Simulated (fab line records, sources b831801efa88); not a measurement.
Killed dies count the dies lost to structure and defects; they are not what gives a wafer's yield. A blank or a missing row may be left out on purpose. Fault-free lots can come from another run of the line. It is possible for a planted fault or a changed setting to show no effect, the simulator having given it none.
Struck lot and sound lot, side by side || flow sky130 || 18 steps out of a route of 708
Sound: these wafers, L127.2, L127.5, L127.6. The struck wafers were L121.1, L121.2, L121.5. The cause is given at the end.
Order at every step that has rows: each side's tool, ch and its chambers, its first start. Under that, the readings that differ: sound wafers || struck wafers || difference of the means || sigmas: that difference in standard deviations of wafers without a fault.
alike: readings with means less than 2 such deviations apart, plus words and numbers identical on both sides. not compared: withheld readings, readings lacking a value on some wafer, bounds such as >300 that could conceal the same value, and numbers that have no deviation in the record and whose values overlap.
The two part at a step that has a row with sigmas, a row that says differs or no value, or rows on one side only. Numbers that don't overlap but have no deviation are shown without sigmas and don't part them. A reading that every wafer of one side lacks parts them only if that side has two wafers or more.

first, 3 steps without rows for these wafers: SKY_POLY_CUT_EXPOSE_05 (exposes mask NPCM, target cd 270 nm); SKY_POLY_CUT_PEB_06; SKY_POLY_CUT_DEVELOP_07 (develop time 60 s).
SKY_POLY_CUT_CD_MEAS_08 targets a cd of 270 nm.
  sound on cd sem-01, day 31 15:02; struck on cd sem-02, day 29 20:21
  alike: cd nm
SKY_POLY_CUT_OVL_MEAS_09:
  sound on overlay-01, day 31 15:08; struck on overlay-02, day 29 20:28
  alike: POLY_CUT_OVL
SKY_POLY_CUT_ETCH_10: etches BARC in N2/H2, stops on SiO2, time 45.9 s, target depth 60 nm.
  sound on rie diel-04 ch 0,1,2, day 31 15:10; struck on rie diel-03 ch 0,1, day 29 20:31
  alike: drypump motor current A, oes product au, throttle valve pct
  not compared: rf hours counter h
SKY_POLY_CUT_ETCH_11: etches Si3N4 in CF4/CH2F2/Ar, stops on poly-Si, time 42.5 s, target depth 60 nm.
  sound on rie diel-04 ch 0,1,2, day 31 15:13; struck on rie diel-03 ch 0,1, day 29 20:33
  alike: drypump motor current A, oes product au, throttle valve pct
  not compared: rf hours counter h
SKY_POLY_CUT_STRIP_12: strips in O2/N2.
  sound on plasma asher-01 ch 0,1, day 31 15:15; struck on plasma asher-04 ch 0,1, day 29 20:35
{"reading": "strip time to endpoint s (s)", "sound": "5.328 5.330 5.344", "struck": "5.350 5.369 5.397", "difference": "+0.038", "sigmas": "+2"}
  alike: drypump motor current A, oes product au
  not compared: rf hours counter h
then, 4 steps without rows for these wafers: SKY_SD_P_DEHYDRATE_00 (time 60 s); SKY_SD_P_HMDS_01 (prime time 60 s); SKY_SD_P_COAT_02 (resist thk 1140 nm); SKY_SD_P_SOFTBAKE_03 (time 60 s).
SKY_SD_P_EXPOSE_04: exposes mask PSDM, target cd 380 nm.
  sound on iline stepper-01 ch 0, day 32 05:27; struck on iline stepper-02 ch 0, day 30 10:17
{"reading": "model.SD_P.overlay x nm (nm)", "sound": "-2.764 -2.764 -2.764", "struck": "-97.03 -97.03 -97.03", "difference": -94.27, "sigmas": ""}
  alike: mask, focus offset nm, stage vel mm s
then, 2 steps without rows for these wafers: SKY_SD_P_PEB_05; SKY_SD_P_DEVELOP_06 (develop time 60 s).
SKY_SD_P_CD_MEAS_07 targets a cd of 380 nm.
  sound on cd sem-01, day 32 18:59; struck on cd sem-01, day 31 00:42
{"reading": "cd nm (nm)", "sound": "377 377 377", "struck": "389 386 386", "difference": "+10", "sigmas": "+3"}
SKY_SD_P_OVL_MEAS_08:
  sound on overlay-01, day 32 19:06; struck on overlay-02, day 31 00:49
{"reading": "SD_P_OVL (nm)", "sound": "-0.6 -0.4 -0.8", "struck": "-97.1 -97.2 -96.5", "difference": -96.3, "sigmas": -88}
then, 1 step without rows for these wafers: SKY_SD_P_IMPLANT_09.

## WHERE THEY PART
First at SKY_POLY_CUT_STRIP_12; last, within this record, at SKY_SD_P_OVL_MEAS_08.

WHY: what had been put in by the simulator
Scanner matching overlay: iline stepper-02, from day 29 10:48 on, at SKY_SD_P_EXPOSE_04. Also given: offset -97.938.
